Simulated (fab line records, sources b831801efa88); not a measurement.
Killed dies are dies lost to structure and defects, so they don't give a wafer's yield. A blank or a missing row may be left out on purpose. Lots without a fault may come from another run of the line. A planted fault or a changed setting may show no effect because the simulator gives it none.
Problem report in the 8D (eight disciplines) form, filled by code | flow sky130 | the parts of the form that need people (team, actions taken, sign-off) are left out

1. THE PROBLEM
killed_at_M0_to_M3 at SKY_PAD_OPEN_PROBE_99 reads a mean of 451 on 2 wafers of 2 lots; wafers without a fault read 43 with a standard deviation of 7.3. That is +56 standard deviations from the usual mean.
First seen on wafer L944.4, day 48 17:41, on prober-01. The record holds 15 wafers of 5 lots with a number at this step. Rule for "out", or "out of limits": more than 4 standard deviations from the usual mean. The other wafers with a number count as sound.

2. WHAT IT IS AND WHAT IT IS NOT
question                    | is                                                                                                                     | is not
which readings at this step | killed_at_M0_to_M3, defect_limited_yield, killed_dies, killed_on_rim, sort_bin_5_function, sort_n_pass, sort_yield_pct | killed_at_M4_up, killed_at_contacts, killed_at_front_end, killed_open, killed_short, sort_bin_3_pad_short, sort_bin_6_memory
which lots                  | L944, L946                                                                                                             | L940, L941, L945
which wafers of those lots  | L944.4, L946.4                                                                                                         | L944.1, L944.6, L946.1, L946.5
read on which tools         | prober-01, prober-02                                                                                                   | -
when                        | from day 48 17:41                                                                                                      | up to then (10 sound wafers); but 3 sound wafers of L944, L946 came after

3. SUSPECTS, AND WHAT RULES EACH OUT
Counting: a tool at a process step up to the reading stays a suspect if it ran every lot that is out. Sound lots after the first of them don't rule it out here, since some wafers of a struck lot are sound.
- krf_scanner-01 at SKY_METAL1_EXPOSE_12 (exposes mask MM1, target cd 140 nm): kept. It ran every lot that is out, first L944 (day 36 00:59); its last sound lot up to then is L945 (day 35 23:30).
Left after counting: krf_scanner-01 at SKY_METAL1_EXPOSE_12.

4. THE CAUSE (what the simulator had put in)
Process parameter drift: krf_scanner-01, from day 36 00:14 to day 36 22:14, at SKY_METAL1_EXPOSE_12. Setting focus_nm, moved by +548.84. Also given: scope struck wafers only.
Counting left only this tool.

5. THE CHAIN OF EFFECTS, in route order
Each row: a reading whose mean over the struck wafers that have a number lies more than 3 standard deviations from the usual. Only readings for which the record gives a usual standard deviation are gone through. hours: the time from each lot's start at the first step in this table that gives one to its start at this step, as a median over the lots. sigmas: the change in usual standard deviations.
hours | step                  | reading              | usual  | on struck wafers | change | sigmas
0     | SKY_PAD_OPEN_PROBE_99 | defect_limited_yield | 82.3 % | 0.0              | -82.3  | -41
0     | SKY_PAD_OPEN_PROBE_99 | killed_at_M0_to_M3   | 43     | 451              | +408   | +56
0     | SKY_PAD_OPEN_PROBE_99 | killed_dies          | 87     | 492              | +405   | +40
0     | SKY_PAD_OPEN_PROBE_99 | killed_on_rim        | 17     | 96               | +79    | +20
0     | SKY_PAD_OPEN_PROBE_99 | sort_bin_5_function  | 10.5 % | 93.2             | +82.7  | +55
0     | SKY_PAD_OPEN_PROBE_99 | sort_n_pass          | 405    | 0                | -405   | -40
0     | SKY_PAD_OPEN_PROBE_99 | sort_yield_pct       | 82.3 % | 0.0              | -82.3  | -41
The process steps in it:
- SKY_PAD_OPEN_PROBE_99
Readings that are blank on the struck wafers while sound wafers have them: cd_nm at SKY_METAL1_CD_MEAS_15; METAL1_OVL at SKY_METAL1_OVL_MEAS_16.

6. WHAT WOULD HAVE CAUGHT IT SOONER
In this record the first reading out of limits was taken at day 48 17:41, 305 hours after the fault began at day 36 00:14.
Between SKY_METAL1_EXPOSE_12 and SKY_PAD_OPEN_PROBE_99, SKY_METAL1_CD_MEAS_15 gave no cd_nm and SKY_METAL1_OVL_MEAS_16 gave no METAL1_OVL on the struck wafers, where sound wafers have one: a measuring or inspecting step that comes back empty is itself a sign.
All the lots that are out (2) had begun SKY_METAL1_EXPOSE_12 on krf_scanner-01 by day 48 17:41. A hold on the tool at that time would have spared none of them.
